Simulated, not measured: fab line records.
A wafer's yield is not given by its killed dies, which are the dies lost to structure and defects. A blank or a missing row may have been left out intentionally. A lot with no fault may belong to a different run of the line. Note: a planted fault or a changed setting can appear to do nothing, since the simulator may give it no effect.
Which tool was responsible? / flow sky130 / 12 lots with 36 wafers sampled at 2 steps, on a route of 708 steps

== WHAT EACH GAUGE READ, for each wafer ==
SKY_VIA2_RS_MEAS_22: measures by four-point-probe. Usual: VIA2_W_RS gives 0.273 ohm/sq (standard deviation 0.0041).
lot=L587; measured=day 36 10:52; on=film metro-04; VIA2_W_RS (ohm/sq)=0.275 0.272 0.261; flag=
lot=L588; measured=day 36 16:38; on=film metro-02; VIA2_W_RS (ohm/sq)=0.263 0.272 0.262; flag=
lot=L591; measured=day 38 10:40; on=film metro-02; VIA2_W_RS (ohm/sq)=0.274 0.278 0.276; flag=
lot=L589; measured=day 38 17:04; on=film metro-03; VIA2_W_RS (ohm/sq)=0.279 0.275 0.275; flag=
lot=L590; measured=day 38 16:06; on=film metro-04; VIA2_W_RS (ohm/sq)=0.278 0.268 0.270; flag=
lot=L592; measured=day 38 19:05; on=film metro-02; VIA2_W_RS (ohm/sq)=0.278 0.276 0.274; flag=
lot=L595; measured=day 40 07:08; on=film metro-02; VIA2_W_RS (ohm/sq)=0.271 0.276 0.268; flag=
lot=L597; measured=day 40 11:01; on=film metro-04; VIA2_W_RS (ohm/sq)=0.273 0.275 0.274; flag=
lot=L599; measured=day 40 11:44; on=film metro-03; VIA2_W_RS (ohm/sq)=0.273 0.268 0.275; flag=
lot=L600; measured=day 40 18:53; on=film metro-02; VIA2_W_RS (ohm/sq)=0.270 0.270 0.272; flag=
lot=L606; measured=day 42 01:44; on=film metro-04; VIA2_W_RS (ohm/sq)=0.270 0.279 0.273; flag=
lot=L608; measured=day 42 18:02; on=film metro-03; VIA2_W_RS (ohm/sq)=0.277 0.274 0.273; flag=

== WHAT TOOL EACH LOT RAN ON (gives the tool, then ch and the chambers of the sampled wafers, and finally the start) ==
lot=L587; SKY_RES_PROTECT_CLEAN_09=wet bench-04 ch 0, day 15 07:14
lot=L588; SKY_RES_PROTECT_CLEAN_09=wet bench-04 ch 1, day 15 13:52
lot=L591; SKY_RES_PROTECT_CLEAN_09=wet bench-04 ch 1, day 17 12:37
lot=L589; SKY_RES_PROTECT_CLEAN_09=wet bench-04 ch 0, day 17 13:29
lot=L590; SKY_RES_PROTECT_CLEAN_09=wet bench-01 ch 3, day 17 13:32
lot=L592; SKY_RES_PROTECT_CLEAN_09=wet bench-03 ch 0, day 17 20:07
lot=L595; SKY_RES_PROTECT_CLEAN_09=wet bench-01 ch 3, day 18 12:26
lot=L597; SKY_RES_PROTECT_CLEAN_09=wet bench-04 ch 2, day 19 04:28
lot=L599; SKY_RES_PROTECT_CLEAN_09=wet bench-04 ch 2, day 20 00:02
lot=L600; SKY_RES_PROTECT_CLEAN_09=wet bench-01 ch 2, day 20 08:49
lot=L606; SKY_RES_PROTECT_CLEAN_09=wet bench-01 ch 3, day 22 00:05
lot=L608; SKY_RES_PROTECT_CLEAN_09=wet bench-03 ch 3, day 22 23:26
- SKY_RES_PROTECT_CLEAN_09: cleans in SC1/SC2, time 150 s.

== WHAT THE TOOLS THEMSELVES READ (means of the sampled wafers that have a number; where no wafer has one, the mark that the record gives instead) ==
SKY_RES_PROTECT_CLEAN_09. Usual: bath guard temp C reads 70.3 C (standard deviation 0.58).
lot=L587; tool=wet bench-04; bath guard temp C (C)=69.7; flag=
lot=L588; tool=wet bench-04; bath guard temp C (C)=70.8; flag=
lot=L591; tool=wet bench-04; bath guard temp C (C)=70.8; flag=
lot=L589; tool=wet bench-04; bath guard temp C (C)=69.7; flag=
lot=L590; tool=wet bench-01; bath guard temp C (C)=71.1; flag=
lot=L592; tool=wet bench-03; bath guard temp C (C)=70.4; flag=
lot=L595; tool=wet bench-01; bath guard temp C (C)=70.8; flag=
lot=L597; tool=wet bench-04; bath guard temp C (C)=69.6; flag=
lot=L599; tool=wet bench-04; bath guard temp C (C)=69.4; flag=
lot=L600; tool=wet bench-01; bath guard temp C (C)=71.3; flag=
lot=L606; tool=wet bench-01; bath guard temp C (C)=70.7; flag=
lot=L608; tool=wet bench-03; bath guard temp C (C)=70.2; flag=

== THE ANSWER, worked out from the rows above alone ==
Rule: take the mean of a lot's wafers that have a number; if it is more than 3 standard deviations from the usual mean, the lot is off. A lot without any number at a reading at which 4 lots or more have one is off too. All remaining lots with rows at the step are treated as sound. First the gauges in route order, then the tools' own readings, where a lot's mean is used as printed above. At the first step where some lot is off, the reading lying furthest off is the one used; lots without a number count as furthest.
None of the lots is off at any reading shown; this tells nothing.

== WHAT THE SIMULATOR HAD INSERTED ==
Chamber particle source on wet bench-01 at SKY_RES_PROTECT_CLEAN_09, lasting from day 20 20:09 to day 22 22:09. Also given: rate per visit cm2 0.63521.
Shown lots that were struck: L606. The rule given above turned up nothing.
